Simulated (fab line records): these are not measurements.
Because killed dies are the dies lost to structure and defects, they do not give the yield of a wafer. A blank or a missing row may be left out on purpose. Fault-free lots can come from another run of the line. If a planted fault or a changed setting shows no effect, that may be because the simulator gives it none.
Which of the tools did it? :: flow sky130 :: 12 lots (36 wafers sampled), 1 step of a 708-step route

WHAT THE GAUGES READ, wafer by wafer
SKY_METAL1_CD_MEAS_15 targets a cd of 140 nm.
lot: L075
measured: day 33 06:41
on: cd-sem-02
cd-nm (nm): 138.9 140.9 139.2

lot: L077
measured: day 34 12:28
on: cd-sem-02
cd-nm (nm): 140.2 140.6 140.8

lot: L078
measured: day 34 21:29
on: cd-sem-02
cd-nm (nm): 140.0 139.2 140.9

lot: L081
measured: day 36 02:26
on: cd-sem-01
cd-nm (nm): 137.6 138.7 136.1

lot: L082
measured: day 36 11:20
on: cd-sem-01
cd-nm (nm): 141.0 138.7 139.3

lot: L085
measured: day 37 04:19
on: cd-sem-01
cd-nm (nm): 143.3 141.2 141.3

lot: L088
measured: day 38 03:40
on: cd-sem-01
cd-nm (nm): 140.8 138.1 138.9

lot: L089
measured: day 38 07:40
on: cd-sem-01
cd-nm (nm): 142.4 140.8 140.3

lot: L091
measured: day 38 13:07
on: cd-sem-02
cd-nm (nm): 138.4 138.0 137.6

lot: L093
measured: day 39 04:53
on: cd-sem-02
cd-nm (nm): 139.1 137.7 137.9

lot: L095
measured: day 39 13:01
on: cd-sem-01
cd-nm (nm): 139.3 137.9 138.3

lot: L097
measured: day 40 01:29
on: cd-sem-01
cd-nm (nm): 139.8 140.8 140.2

TOOL THAT RAN EACH LOT (tool first, then ch and the chambers of the sampled wafers, then the start)
The record shows no process step preceding these readings.

THE ANSWER, worked out from the rows above alone
Rule: the usual values come from the lots themselves. The widest of any qualifying gaps counts: lots, ordered by their means at a reading, are off when they make up no more than a third of the lots, leave a main group of 4 or more, and stand apart from it by 3 or more times the standard deviation of that group's means. A main group whose means are all the same, to the digits that the tables above print for the reading, isn't used. Also off: a lot with no number at a reading for which 4 or more lots have one. All remaining lots with rows at the step are treated as sound.
No lot is off on any of the readings shown, so nothing can be concluded from this.

WHAT THE SIMULATOR HAD PUT IN
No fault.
